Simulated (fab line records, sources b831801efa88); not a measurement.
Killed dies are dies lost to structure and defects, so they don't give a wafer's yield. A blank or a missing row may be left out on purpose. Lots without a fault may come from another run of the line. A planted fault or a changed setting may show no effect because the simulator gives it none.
A struck lot beside a sound one | flow sfq_line | 43 steps out of a route of 325
Sound: wafers L931.1, L931.2, L931.3. Struck: wafer L952.4. (L952.1, L952.2 of the same lot were not struck and are left out.) The cause comes at the end.
At each step with rows: each side's tool, then ch and its chambers, then its first start. Under that, the readings that differ: sound wafers | struck wafers | difference of the means | sigmas: that difference in standard deviations of wafers without a fault.
alike: readings whose means differ by less than 2 such deviations, and words and numbers that are the same on both sides. not compared: withheld readings, readings that some wafer has no value for, bounds like >300 that may hide the same value, and numbers for which the record gives no deviation and whose values overlap.
The two part at a step that has a row with sigmas, a row that says differs or no value, or rows on one side only. Numbers that don't overlap but have no deviation are shown without sigmas and don't part them. A reading that every wafer of one side lacks parts them only if that side has two wafers or more.

first, 6 steps without rows for these wafers: SFQ_TRILAYER_M4_LITHO_COAT_098 (resist thk 62 nm); SFQ_TRILAYER_M4_LITHO_COAT_093 (resist thk 600 nm); SFQ_TRILAYER_M4_LITHO_SOFTBAKE_097; SFQ_TRILAYER_M4_LITHO_EXPOSE_094 (exposes mask M4, target cd 500 nm); SFQ_TRILAYER_M4_LITHO_PEB_096 (peb time 60 s); SFQ_TRILAYER_M4_LITHO_DEVELOP_095 (time 60 s).
SFQ_M4_OVL_MEAS_926:
  sound on overlay-01, day 56 08:29; struck on overlay-01, day 62 21:23
  alike: M4_OVL
then, 1 step without rows for these wafers: SFQ_TRILAYER_M4_BARC_OPEN_METAL_ETCH_123 (etches BARC in O2, target depth 125 nm, time 41.7 s).
SFQ_TRILAYER_M4_ETCH_METAL_ETCH_096: etches Nb in Cl2/Ar, stops on SiO2, target depth 240 nm, time 120 s.
  sound on rie_metal-02 ch 0,1, day 56 08:35; struck on rie_metal-02 ch 1, day 62 21:31
  alike: drypump_motor_current_A, oes_product_au
  not compared: rf_hours_counter_h
SFQ_TRILAYER_M4_STRIP_STRIP_097: strips in O2.
  sound on rie_metal-02 ch 0,1, day 56 08:43; struck on rie_metal-02 ch 1, day 62 21:40
  alike: drypump_motor_current_A, oes_product_au
  not compared: rf_hours_counter_h
then, 1 step without rows for these wafers: SFQ_TRILAYER_M4_STRIP_SOLV_CLEAN_098 (cleans in NMP, time 600 s).
SFQ_TRILAYER_I4_DEP_PECVD_099: deposits SiO2 from SiH4/N2O, time 111.11 s, target thk 500 nm.
  sound on pecvd-04 ch 0,1,2, day 56 09:30; struck on pecvd-02 ch 1, day 62 22:39
  alike: heater_power_w, throttle_valve_pct
SFQ_TRILAYER_I4_CMP_CMP_100: polishes SiO2.
  sound on cmp-01 ch 0,1,3, day 56 10:05; struck on cmp-02 ch 2, day 62 23:44
  reading                                             | sound           | struck | difference | sigmas
  time_to_endpoint_s (s)                              | 201 203 214     | 276    | +70        | +10
  model.SiO2_of_TRILAYER_I4_DEP_PECVD_099.thk_nm (nm) | 198.4 197 198.4 | 302.2  | +104.3     |
  alike: motor_current_A
SFQ_I4_BOW_MEAS_927:
  sound on film_metro-04, day 56 12:35; struck on film_metro-01, day 63 01:44
  alike: I4_BOW
SFQ_TRILAYER_I4_METRO_MEASURE_101:
  sound on film_metro-04, day 56 12:42; struck on film_metro-01, day 63 01:51
  reading     | sound             | struck | difference | sigmas
  thk_nm (nm) | 198.4 197.1 198.5 | 302.3  | +104.3     | +99 or more
then, 6 steps without rows for these wafers: SFQ_TRILAYER_I4_VIA_LITHO_COAT_108 (resist thk 62 nm); SFQ_TRILAYER_I4_VIA_LITHO_COAT_103 (resist thk 650 nm); SFQ_TRILAYER_I4_VIA_LITHO_SOFTBAKE_107; SFQ_TRILAYER_I4_VIA_LITHO_EXPOSE_104 (exposes mask I4, target cd 700 nm); SFQ_TRILAYER_I4_VIA_LITHO_PEB_106 (peb time 60 s); SFQ_TRILAYER_I4_VIA_LITHO_DEVELOP_105 (time 60 s).
-- the record jumps here: 5 days lie between the struck wafers' starts before and after --
SFQ_I4_OVL_MEAS_928:
  sound on overlay-01, day 56 21:20; struck on overlay-02, day 67 15:21
  alike: I4_OVL
then, 1 step without rows for these wafers: SFQ_TRILAYER_I4_VIA_BARC_OPEN_VIA_ETCH_146 (etches BARC in O2, target depth 125 nm, time 41.7 s).
SFQ_TRILAYER_I4_VIA_ETCH_VIA_ETCH_106: etches SiO2 in CHF3, stops on Nb, target depth 260 nm.
  sound on rie_diel-04 ch 0,1,3, day 56 21:25; struck on rie_diel-02 ch 0, day 67 15:25
  reading                        | sound             | struck | difference | sigmas
  oes_product_au (a.u.)          | 0.858 0.849 0.849 | 0.983  | +0.131     | +28
  model.I4.feature_depth_nm (nm) | 198.4 197 198.4   | 258.9  | +61.0      |
  model.etch.depth_nm (nm)       | 198.4 197 198.4   | 258.9  | +61.0      |
  alike: drypump_motor_current_A
then, 3 steps without rows for these wafers: SFQ_TRILAYER_I4_VIA_STRIP_STRIP_107 (strips in O2); SFQ_TRILAYER_I4_VIA_STRIP_SOLV_CLEAN_108 (cleans in NMP, time 600 s); SFQ_TRILAYER_JJ_TRILAYER_DEP_PRE_CLEAN_113 (time 22.5 s).
SFQ_TRILAYER_JJ_TRILAYER_DEP_SPUTTER_109: material Nb, target thk 150 nm, time 100 s.
  sound on pvd_sputter-03, day 56 22:20; struck on pvd_sputter-05, day 67 16:20
  alike: cathode_dc_power_W, throttle_valve_pct
then, 2 steps without rows for these wafers: SFQ_TRILAYER_JJ_TRILAYER_DEP_SPUTTER_110 (material Al, target thk 8 nm, time 10 s); SFQ_TRILAYER_JJ_TRILAYER_DEP_AL_OXIDATION_111 (oxidation time 600 s).
SFQ_TRILAYER_JJ_TRILAYER_DEP_SPUTTER_112: material Nb, target thk 170 nm, time 113.3 s.
  sound on pvd_sputter-03, day 56 23:26; struck on pvd_sputter-05, day 67 17:26
  alike: cathode_dc_power_W, throttle_valve_pct
SFQ_JJ_RS_MEAS_929: measures by four-point-probe.
  sound on film_metro-02, day 56 23:31; struck on film_metro-01, day 67 17:31
  alike: JJ_NB_RS
then, 6 steps without rows for these wafers: SFQ_TRILAYER_JJ_CE_LITHO_COAT_119 (resist thk 62 nm); SFQ_TRILAYER_JJ_CE_LITHO_COAT_114 (resist thk 600 nm); SFQ_TRILAYER_JJ_CE_LITHO_SOFTBAKE_118; SFQ_TRILAYER_JJ_CE_LITHO_EXPOSE_115 (exposes mask J5, target cd 700 nm); SFQ_TRILAYER_JJ_CE_LITHO_PEB_117 (peb time 60 s); SFQ_TRILAYER_JJ_CE_LITHO_DEVELOP_116 (time 60 s).
-- the record jumps here: 3 days lie between the struck wafers' starts before and after --
SFQ_JJ_OVL_MEAS_931:
  sound on overlay-01, day 61 21:23; struck on overlay-01, day 70 10:40
  alike: J5_OVL
then, 2 steps without rows for these wafers: SFQ_TRILAYER_JJ_CE_METRO_MEASURE_117; SFQ_TRILAYER_JJ_CE_BARC_OPEN_RIE_150 (chemistry O2, target BARC, target depth 240 nm, time 80 s).
-- the record jumps here: 4 days lie between the struck wafers' starts before and after --
SFQ_TRILAYER_M5_ETCH_METAL_ETCH_126: etches Nb in Cl2/BCl3, stops on SiO2, time 203.2 s, target depth 265 nm.
  sound on rie_metal-03 ch 0,1, day 66 11:02; struck on rie_metal-04 ch 0, day 74 10:04
  reading                                             | sound           | struck | difference | sigmas
  model.SiO2_of_TRILAYER_I4_DEP_PECVD_099.thk_nm (nm) | 178.9 177 178.3 | 282.2  | +104.1     |
  alike: drypump_motor_current_A, oes_product_au
  not compared: rf_hours_counter_h
-- the record jumps here: 19 days lie between the struck wafers' starts before and after --
SFQ_M8_BOW_MEAS_951:
  sound on film_metro-02, day 74 03:59; struck on film_metro-04, day 93 00:40
  reading                 | sound            | struck | difference | sigmas
  model.etest.i4.link_ohm | 2.199 2.198 2.18 | 1e+06  | +1e+06     |
  alike: M8_BOW

WHERE THEY PART
First at SFQ_TRILAYER_I4_CMP_CMP_100; last, within this record, at SFQ_TRILAYER_I4_VIA_ETCH_VIA_ETCH_106. Later steps at which nothing parts them and some readings are alike: SFQ_TRILAYER_JJ_TRILAYER_DEP_SPUTTER_109, SFQ_TRILAYER_JJ_TRILAYER_DEP_SPUTTER_112, SFQ_JJ_RS_MEAS_929, SFQ_JJ_OVL_MEAS_931, SFQ_TRILAYER_M5_ETCH_METAL_ETCH_126, SFQ_M8_BOW_MEAS_951.

WHY: what the simulator had put in
Process parameter drift: cmp-02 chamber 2, from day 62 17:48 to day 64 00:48, at SFQ_TRILAYER_I4_CMP_CMP_100. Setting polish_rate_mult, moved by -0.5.
